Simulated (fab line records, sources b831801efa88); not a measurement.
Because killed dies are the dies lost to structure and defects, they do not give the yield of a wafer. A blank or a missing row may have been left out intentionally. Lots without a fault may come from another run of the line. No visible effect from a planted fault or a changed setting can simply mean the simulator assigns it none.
The same fault as seen by 2 desks	flow sky130	what lay behind the numbers comes last; until then each desk has only its own

== DESK OF THE TOOL OWNER: pvd_sputter-03 ==
At SKY_CAPM_SPUTTER_02 (material TiN, target thk 200 nm, time 166.7 s) the tool's own readings: per lot run on this tool, the mean of the sampled wafers that have a number. Any lot whose mean is over 4 standard deviations away from the usual mean is out of limits and marked OUT; that distance is given in the brackets.
Columns: A = throttle_valve_pct at SKY_CAPM_SPUTTER_02, usual 29.8 %
lot	first seen here	A
L484	day 38 01:09	30.3
L488	day 38 20:56	30.0
L490	day 39 06:55	29.7
L493	day 40 14:27	29.9
L503	day 43 01:25	29.6
This desk found nothing out of limits on any of the 5 lots.

== METROLOGY DESK ==
Means of the sampled wafers that have a number, per lot and without regard to the tool the lot ran on: this is what the gauges read. Any lot whose mean is over 4 standard deviations away from the usual mean is out of limits and marked OUT; that distance is given in the brackets.
Columns: A = cd_nm at SKY_CONTACT_CD_MEAS_14, usual 170.1 nm; B = CAPM_TIN_RS at SKY_CAPM_RS_MEAS_03, usual 6.92 ohm/sq; C = CAPM_TIN_THK at SKY_CAPM_THK_MEAS_04, usual 193.9 nm
lot	first seen here	A	B	C
L480	day 31 16:32	169.8	6.80	196.9
L484	day 33 08:20	168.1	7.02	190.9
L488	day 34 03:46	171.5	6.96	193.7
L490	day 34 14:24	170.5	6.77	199.2
L491	day 35 11:14	169.3	6.95	193.4
L492	day 35 19:09	170.0	6.94	193.6
L493	day 36 01:11	171.2	6.73	199.0
L500	day 37 21:41	168.2	6.91	192.8
L503	day 38 17:41	169.4	6.89	194.0
This desk found nothing out of limits on any of the 9 lots.

== PUT TOGETHER ==
The desk of the tool owner found nothing out of limits.
At the metrology desk, nothing out of limits was observed.

== WHAT THE SIMULATOR PUT IN ==
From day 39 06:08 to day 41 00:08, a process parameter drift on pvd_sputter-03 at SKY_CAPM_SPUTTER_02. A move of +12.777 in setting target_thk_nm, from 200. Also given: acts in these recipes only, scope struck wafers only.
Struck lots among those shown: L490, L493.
